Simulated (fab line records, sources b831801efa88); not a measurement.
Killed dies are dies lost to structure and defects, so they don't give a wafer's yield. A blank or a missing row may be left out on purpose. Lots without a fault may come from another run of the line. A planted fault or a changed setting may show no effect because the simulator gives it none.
Which tool did it? | flow gf180mcu | 7 lots, 21 wafers sampled, at 2 steps of a route of 602

WHAT THE GAUGES READ, wafer by wafer
GF_MIM_THK_MEAS_06.
lot  | measured     | on            | MIM_CVD_05_THK (nm)
L446 | day 25 15:19 | film_metro-04 | 42.0 42.4 42.7
L448 | day 26 00:07 | film_metro-03 | 41.6 41.7 42.0
L450 | day 26 23:32 | film_metro-03 | 41.5 42.3 42.6
L453 | day 27 20:41 | film_metro-03 | 41.1 42.0 42.1
L457 | day 28 22:22 | film_metro-03 | 41.9 42.4 42.7
L463 | day 30 16:10 | film_metro-03 | 41.8 42.2 42.4
L466 | day 31 13:10 | film_metro-04 | 41.8 42.1 41.7

WHICH TOOL RAN EACH LOT (tool, then ch and the chambers of the sampled wafers, then the start)
lot  | GF_SALICIDE_WET_ETCH_07
L446 | wet_bench-03 ch 2, day 16 10:14
L448 | wet_bench-04 ch 3, day 16 20:00
L450 | wet_bench-03 ch 1, day 17 18:36
L453 | wet_bench-03 ch 3, day 18 18:03
L457 | wet_bench-01 ch 1, day 20 03:04
L463 | wet_bench-04 ch 2, day 22 07:47
L466 | wet_bench-01 ch 0, day 23 10:59
- GF_SALICIDE_WET_ETCH_07: etches the open film in SPM, target depth 120 nm.

THE ANSWER, worked out from the rows above alone
Rule: what is usual is taken from the lots themselves. Put in order of their means at a reading, lots are off if they are a third of the lots or fewer, leave a main group of 4 or more, and stand apart from it by a gap of 3 or more times the standard deviation of the main group's means; of several such gaps the widest counts. A main group whose means are all the same, to the digits that the tables above print for the reading, isn't used. A lot without any number at a reading at which 4 lots or more have one is off too. The other lots that the step has rows for count as sound.
No lot is off at any reading shown: from this, nothing can be told.

WHAT THE SIMULATOR HAD PUT IN
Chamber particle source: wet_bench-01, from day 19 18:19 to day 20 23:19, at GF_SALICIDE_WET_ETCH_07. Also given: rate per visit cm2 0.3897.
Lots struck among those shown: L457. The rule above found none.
